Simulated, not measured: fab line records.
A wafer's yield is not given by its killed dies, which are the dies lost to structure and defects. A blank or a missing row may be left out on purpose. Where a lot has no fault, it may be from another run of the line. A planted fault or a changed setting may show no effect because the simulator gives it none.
Which tool was responsible? | flow sky130 | 9 lots with 27 wafers sampled at 2 steps, on a route of 708 steps

WHAT EACH GAUGE READ, for each wafer
SKY_FIELD_ISO_THK_MEAS_04.
lot  | measured    | on            | FIELD_ISO_CVD_03_THK (nm)
L409 | day 1 15:13 | film-metro-04 | 166.4 166.2 167.2
L410 | day 1 18:53 | film-metro-04 | 163.3 163.8 165.1
L411 | day 2 00:57 | film-metro-01 | 161.6 162.0 161.3
L412 | day 2 05:21 | film-metro-01 | 166.5 166.0 166.4
L413 | day 2 11:49 | film-metro-02 | 145.5 145.2 147.4
L414 | day 2 15:05 | film-metro-01 | 148.0 147.9 147.8
L415 | day 2 21:31 | film-metro-02 | 147.0 147.2 147.1
L417 | day 3 06:40 | film-metro-04 | 149.5 148.6 149.9
L424 | day 4 17:23 | film-metro-04 | 162.2 162.9 162.3

WHAT TOOL EACH LOT RAN ON (gives the tool, then ch and the chambers of the sampled wafers, and finally the start)
lot  | SKY_FIELD_ISO_CVD_03
L409 | lpcvd-02 ch 1, day 1 13:26
L410 | lpcvd-02 ch 1, day 1 17:05
L411 | lpcvd-02 ch 0, day 1 23:09
L412 | lpcvd-02 ch 1, day 2 03:34
L413 | lpcvd-02 ch 0, day 2 10:02
L414 | lpcvd-02 ch 0, day 2 13:17
L415 | lpcvd-02 ch 0, day 2 19:43
L417 | lpcvd-02 ch 0, day 3 04:53
L424 | lpcvd-02 ch 1, day 4 15:36
- SKY_FIELD_ISO_CVD_03: deposits Si3N4 from DCS/NH3, target thk 165 nm, time 2830 s.

THE ANSWER, worked out from the rows above alone
Rule: the lots themselves supply what counts as usual. Put in order of their means at a reading, lots are off if they are a third of the lots or fewer, leave a main group of 4 or more, and stand apart from it by a gap of 3 or more times the standard deviation of the main group's means; of several such gaps the widest counts. The tables above print the reading to a certain number of digits; a main group whose means all agree to those digits is not used. Also off: a lot with no number at a reading for which 4 or more lots have one. Where the step has rows for the other lots, those lots are counted as sound.
None of the lots is off at any reading shown; this tells nothing.

WHAT THE SIMULATOR PUT IN
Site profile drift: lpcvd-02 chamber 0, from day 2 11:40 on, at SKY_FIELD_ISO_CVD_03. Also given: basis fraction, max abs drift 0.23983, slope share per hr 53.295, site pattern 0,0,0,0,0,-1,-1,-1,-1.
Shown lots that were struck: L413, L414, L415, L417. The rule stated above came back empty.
